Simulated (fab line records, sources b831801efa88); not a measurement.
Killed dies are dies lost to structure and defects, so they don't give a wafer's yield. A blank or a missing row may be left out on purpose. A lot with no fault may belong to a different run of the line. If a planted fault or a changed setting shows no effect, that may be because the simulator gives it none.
Which tool is to blame? :: flow gf180mcu :: 12 lots with 36 wafers sampled at 3 steps, on a route of 602 steps

== WHAT THE GAUGES SHOWED, per wafer ==
GF_SALICIDE_THK_MEAS_05: measures by xrf.
lot: L735
measured: day 14 23:16
on: film metro-02
SALICIDE_TIN_THK (nm): 20.1 19.9 20.1

lot: L736
measured: day 15 18:48
on: film metro-04
SALICIDE_TIN_THK (nm): 19.7 20.2 20.0

lot: L738
measured: day 16 01:12
on: film metro-02
SALICIDE_TIN_THK (nm): 19.2 20.2 20.0

lot: L739
measured: day 16 19:22
on: film metro-03
SALICIDE_TIN_THK (nm): 19.4 19.7 19.7

lot: L741
measured: day 17 07:25
on: film metro-04
SALICIDE_TIN_THK (nm): 19.6 19.5 19.9

lot: L743
measured: day 18 02:54
on: film metro-03
SALICIDE_TIN_THK (nm): 20.0 19.6 20.1

lot: L744
measured: day 18 14:06
on: film metro-03
SALICIDE_TIN_THK (nm): 20.2 19.7 20.0

lot: L745
measured: day 18 20:05
on: film metro-04
SALICIDE_TIN_THK (nm): 20.4 20.0 20.4

lot: L746
measured: day 19 05:41
on: film metro-04
SALICIDE_TIN_THK (nm): 19.0 19.6 19.1

lot: L756
measured: day 22 13:43
on: film metro-04
SALICIDE_TIN_THK (nm): 18.2 18.3 18.1

lot: L757
measured: day 22 21:20
on: film metro-02
SALICIDE_TIN_THK (nm): 19.4 20.0 19.4

lot: L758
measured: day 23 05:52
on: film metro-04
SALICIDE_TIN_THK (nm): 17.8 18.2 17.6

== WHICH TOOL RAN EACH LOT (tool, then ch and the chambers of the sampled wafers, then the start) ==
lot: L735
GF_HV_LDD_STRIP_22: plasma asher-03 ch 0,1, day 10 13:19
GF_SALICIDE_SPUTTER_03: pvd sputter-01, day 14 23:07

lot: L736
GF_HV_LDD_STRIP_22: plasma asher-01 ch 0,1, day 11 07:16
GF_SALICIDE_SPUTTER_03: pvd sputter-03, day 15 18:40

lot: L738
GF_HV_LDD_STRIP_22: plasma asher-03 ch 0,1, day 11 13:44
GF_SALICIDE_SPUTTER_03: pvd sputter-01, day 16 01:02

lot: L739
GF_HV_LDD_STRIP_22: plasma asher-02 ch 0,1, day 12 04:31
GF_SALICIDE_SPUTTER_03: pvd sputter-01, day 16 19:13

lot: L741
GF_HV_LDD_STRIP_22: plasma asher-01 ch 0,1, day 12 15:59
GF_SALICIDE_SPUTTER_03: pvd sputter-02, day 17 07:16

lot: L743
GF_HV_LDD_STRIP_22: plasma asher-02 ch 0,1, day 13 08:32
GF_SALICIDE_SPUTTER_03: pvd sputter-03, day 18 02:46

lot: L744
GF_HV_LDD_STRIP_22: plasma asher-02 ch 0,1, day 13 17:55
GF_SALICIDE_SPUTTER_03: pvd sputter-03, day 18 13:58

lot: L745
GF_HV_LDD_STRIP_22: plasma asher-01 ch 0,1, day 13 22:46
GF_SALICIDE_SPUTTER_03: pvd sputter-03, day 18 19:56

lot: L746
GF_HV_LDD_STRIP_22: plasma asher-03 ch 0,1, day 14 08:11
GF_SALICIDE_SPUTTER_03: pvd sputter-02, day 19 05:31

lot: L756
GF_HV_LDD_STRIP_22: plasma asher-03 ch 0,1, day 17 08:56
GF_SALICIDE_SPUTTER_03: pvd sputter-01, day 22 13:34

lot: L757
GF_HV_LDD_STRIP_22: plasma asher-02 ch 0,1, day 17 17:20
GF_SALICIDE_SPUTTER_03: pvd sputter-02, day 22 21:11

lot: L758
GF_HV_LDD_STRIP_22: plasma asher-02 ch 0,1, day 18 01:17
GF_SALICIDE_SPUTTER_03: pvd sputter-01, day 23 05:43
- GF_HV_LDD_STRIP_22: strips in O2/N2.
- GF_SALICIDE_SPUTTER_03: material TiN, target thk 20 nm, time 16.7 s.

== AS READ BY THE TOOLS THEMSELVES (means over the sampled wafers that have a number; for cases with no such wafer, the mark the record gives instead) ==
GF_HV_LDD_STRIP_22.
lot: L735
tool: plasma asher-03
drypump motor current A (A): 5.9
heater power w (W): 357
oes product au (a.u.): 0.714
strip time to endpoint s (s): 12.68

lot: L736
tool: plasma asher-01
drypump motor current A (A): 5.1
heater power w (W): 308
oes product au (a.u.): 0.714
strip time to endpoint s (s): 12.61

lot: L738
tool: plasma asher-03
drypump motor current A (A): 5.9
heater power w (W): 359
oes product au (a.u.): 0.718
strip time to endpoint s (s): 12.68

lot: L739
tool: plasma asher-02
drypump motor current A (A): 5.4
heater power w (W): 312
oes product au (a.u.): 0.717
strip time to endpoint s (s): 12.67

lot: L741
tool: plasma asher-01
drypump motor current A (A): 5.1
heater power w (W): 297
oes product au (a.u.): 0.720
strip time to endpoint s (s): 12.68

lot: L743
tool: plasma asher-02
drypump motor current A (A): 5.5
heater power w (W): 326
oes product au (a.u.): 0.712
strip time to endpoint s (s): 12.63

lot: L744
tool: plasma asher-02
drypump motor current A (A): 5.5
heater power w (W): 324
oes product au (a.u.): 0.717
strip time to endpoint s (s): 12.59

lot: L745
tool: plasma asher-01
drypump motor current A (A): 5.1
heater power w (W): 313
oes product au (a.u.): 0.717
strip time to endpoint s (s): 12.63

lot: L746
tool: plasma asher-03
drypump motor current A (A): 5.9
heater power w (W): 347
oes product au (a.u.): 0.717
strip time to endpoint s (s): 12.61

lot: L756
tool: plasma asher-03
drypump motor current A (A): 5.9
heater power w (W): 347
oes product au (a.u.): 0.718
strip time to endpoint s (s): 12.62

lot: L757
tool: plasma asher-02
drypump motor current A (A): 5.5
heater power w (W): 318
oes product au (a.u.): 0.715
strip time to endpoint s (s): 12.61

lot: L758
tool: plasma asher-02
drypump motor current A (A): 5.5
heater power w (W): 320
oes product au (a.u.): 0.712
strip time to endpoint s (s): 12.63

GF_SALICIDE_SPUTTER_03.
lot: L735
tool: pvd sputter-01
cathode dc power W (W): 6499.9
throttle valve pct (%): 29.4

lot: L736
tool: pvd sputter-03
cathode dc power W (W): 6500.0
throttle valve pct (%): 29.8

lot: L738
tool: pvd sputter-01
cathode dc power W (W): 6500.4
throttle valve pct (%): 28.6

lot: L739
tool: pvd sputter-01
cathode dc power W (W): 6499.2
throttle valve pct (%): 29.1

lot: L741
tool: pvd sputter-02
cathode dc power W (W): 6498.7
throttle valve pct (%): 29.9

lot: L743
tool: pvd sputter-03
cathode dc power W (W): 6499.0
throttle valve pct (%): 30.2

lot: L744
tool: pvd sputter-03
cathode dc power W (W): 6501.4
throttle valve pct (%): 30.4

lot: L745
tool: pvd sputter-03
cathode dc power W (W): 6499.7
throttle valve pct (%): 30.2

lot: L746
tool: pvd sputter-02
cathode dc power W (W): 6500.1
throttle valve pct (%): 30.3

lot: L756
tool: pvd sputter-01
cathode dc power W (W): 5844.2
throttle valve pct (%): 29.4

lot: L757
tool: pvd sputter-02
cathode dc power W (W): 6500.7
throttle valve pct (%): 29.7

lot: L758
tool: pvd sputter-01
cathode dc power W (W): 5846.2
throttle valve pct (%): 29.2

== THE ANSWER, worked out from the rows above alone ==
Rule: the usual values come from the lots themselves. Put in order of their means at a reading, lots are off if they are a third of the lots or fewer, leave a main group of 4 or more, and stand apart from it by a gap of 3 or more times the standard deviation of the main group's means; of several such gaps the widest counts. If all means in a main group match to the digits the tables above print for the reading, that group is not used. Also off: a lot with no number at a reading for which 4 or more lots have one. All remaining lots with rows at the step are treated as sound. First the gauges in route order, then the tools' own readings, where a lot's mean is used as printed above. At the first step where some lot is off, the reading lying furthest off is the one used; lots without a number count as furthest.
Off: at GF_SALICIDE_THK_MEAS_05 (SALICIDE_TIN_THK), L756, L758. Main group: mean 19.8 nm, sd 0.28.
If a tool, at a process step before that reading, ran all the lots that are off and no sound lot after the first of them, it fits. Not tried: the gauges at GF_SALICIDE_THK_MEAS_05; whatever is off there is also off at GF_SALICIDE_SPUTTER_03, on other tools, and gauge error can't account for it. One candidate fits, namely pvd sputter-01 at GF_SALICIDE_SPUTTER_03. A fault onset in the window from L739 (day 16 19:13, its last sound lot) to L756 (day 22 13:34, its first lot off) fits.
On the lots that are off, the tool's own readings at GF_SALICIDE_SPUTTER_03 differ by more than 5 times the standard deviation of the sound lots' means, which bears it out; cathode dc power W reads 5845.2 W there versus 6499.9 W on the sound lots.

== WHAT THE SIMULATOR HAD INSERTED ==
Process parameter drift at GF_SALICIDE_SPUTTER_03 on pvd sputter-01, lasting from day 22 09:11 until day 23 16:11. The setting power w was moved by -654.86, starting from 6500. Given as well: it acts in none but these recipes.
Shown lots that were struck: L756, L758. This agrees with what the rule above found.
